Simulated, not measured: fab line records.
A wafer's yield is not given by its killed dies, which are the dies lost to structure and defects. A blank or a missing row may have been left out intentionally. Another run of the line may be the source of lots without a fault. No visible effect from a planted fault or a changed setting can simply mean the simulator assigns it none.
2 desks, one fault    flow sky130    each desk has only its own numbers; what lay behind them comes last

## AT THE METROLOGY DESK
Lot by lot, what the gauges showed, no matter which tool ran the lot: averages of those sampled wafers that carry a number. Marked OUT: a lot whose mean sits more than 4 standard deviations from the usual mean, which makes it out of limits; the brackets give that distance.
Columns: A = cd_nm at SKY_SD_N_CD_MEAS_07, usual 380.1 nm; B = SD_N_OVL at SKY_SD_N_OVL_MEAS_08, usual 0.6 nm; C = SD_N_TW at SKY_SD_N_TW_MEAS_12, usual 3972
lot   first seen here  A      B     C
L228  day 27 15:23     382.0  -0.8  4016
L229  day 28 04:34     378.3  0.1   3993
L239  day 31 18:31     380.1  0.8   3994
L241  day 32 07:31     380.3  0.8   3970
L244  day 32 19:38     378.5  -0.2  3988
L250  day 34 17:20     377.6  -0.4  3940
Result from this desk: across the 6 lots, nothing is out of limits.

## THE TOOL OWNER'S DESK: rtp_anneal-01
At SKY_SD_N_RTA_14 (time 2 s), the tool's own readings, given per lot that ran on this tool as the mean of the sampled wafers with a number. Marked OUT: a lot whose mean sits more than 4 standard deviations from the usual mean, which makes it out of limits; the brackets give that distance.
Columns: A = anneal_temp_c_max at SKY_SD_N_RTA_14, usual 1079.4; B = lamp_power_pct at SKY_SD_N_RTA_14, usual 15.73 %; C = ramp_down_c_per_s at SKY_SD_N_RTA_14, usual 90.001; D = wafer_temp_C_max at SKY_SD_N_RTA_14, usual 1078.1
lot   first seen here  A       B      C                         D
L229  day 28 05:13     1078.6  15.76  90.002                    1077.6
L239  day 31 19:10     1077.6  15.76  35.988 (-99 or more) OUT  1078.0
L241  day 32 08:10     1077.9  15.73  36.004 (-99 or more) OUT  1077.9
This desk finds L239, L241 out of limits, L239 being first, at day 31 19:10 (ramp_down_c_per_s at SKY_SD_N_RTA_14). L229 stayed within limits.

## ALL TOGETHER
The tool owner's desk had the chance to raise an alarm at day 31 19:10 on L239, L241.
The metrology desk saw nothing out of limits.
The metrology desk holds a record of L239, L241, inside its limits.
Every lot named ran SKY_SD_N_RTA_14 on rtp_anneal-01.

## WHAT THE SIMULATOR HAD PUT IN
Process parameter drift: rtp_anneal-01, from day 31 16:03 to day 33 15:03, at SKY_SD_N_RTA_14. The setting ramp_down_c_per_s was moved by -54, starting from 90. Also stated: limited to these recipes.
Shown lots that were struck: L239, L241.
How many hours passed from the start of the fault until each desk's first out-of-limits reading: the tool owner's desk, 3.
